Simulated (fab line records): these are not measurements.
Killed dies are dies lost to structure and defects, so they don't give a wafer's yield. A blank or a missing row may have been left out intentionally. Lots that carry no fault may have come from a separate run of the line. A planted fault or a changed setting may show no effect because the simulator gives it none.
2 desks looking at one fault ; flow sky130 ; numbers are kept per desk, each desk with only its own; the story behind them comes last

== THE METROLOGY DESK ==
Means of the sampled wafers that have a number, per lot and without regard to the tool the lot ran on: this is what the gauges read. Any lot whose mean is over 4 standard deviations away from the usual mean is out of limits and marked OUT; that distance is given in the brackets.
Columns: A = VT_ADJUST_HVTR_TW at SKY_VT_ADJUST_HVTR_TW_MEAS_11, usual 211.7; B = POLY_GATE_CVD_03_THK at SKY_POLY_GATE_THK_MEAS_04, usual 74.9 nm
lot;first seen here;A;B
L531;day 9 06:32;210.1;75.8
L532;day 9 20:28;212.1;73.8
L533;day 10 04:16;212.8;74.8
L539;day 11 18:02;210.9;-
L540;day 12 04:43;213.1;-
L544;day 13 10:32;212.9;74.8
L546;day 14 05:11;209.4;75.5
L547;day 14 18:48;211.5;75.0
L548;day 15 02:18;211.3;74.3
L549;day 15 07:55;209.5;75.0
L550;day 15 08:46;210.0;74.7
L551;day 15 20:11;209.9;75.6
L553;day 16 05:22;210.9;75.3
L554;day 16 13:39;212.4;73.9
This desk found nothing out of limits on any of the 14 lots.

== FOR THE TOOL OWNER'S DESK: iline_stepper-02 ==
The tool's own readings at SKY_SONOS_ONO_EXPOSE_10 (exposes mask ONOM, target cd 410 nm): means of the sampled wafers that have a number, for each lot that ran on this tool. Any lot whose mean is over 4 standard deviations away from the usual mean is out of limits and marked OUT; that distance is given in the brackets.
Columns: A = exposure_dose_mJ_cm2 at SKY_SONOS_ONO_EXPOSE_10, usual 149.98; B = focus_offset_nm at SKY_SONOS_ONO_EXPOSE_10, usual 0.0 nm
lot;first seen here;A;B
L532;day 12 11:39;150.15;-0.0
L533;day 12 19:35;150.00;0.1
L544;day 16 11:47;150.06;-0.4
L549;day 18 14:41;149.86;0.4
L551;day 19 02:53;150.11;-0.1
L553;day 19 13:29;149.94;-0.1
This desk found nothing out of limits on any of the 6 lots.

== BROUGHT TOGETHER ==
From the metrology desk's view, nothing was out of limits.
The tool owner's desk saw nothing out of limits.

== WHAT WAS PUT IN BY THE SIMULATOR ==
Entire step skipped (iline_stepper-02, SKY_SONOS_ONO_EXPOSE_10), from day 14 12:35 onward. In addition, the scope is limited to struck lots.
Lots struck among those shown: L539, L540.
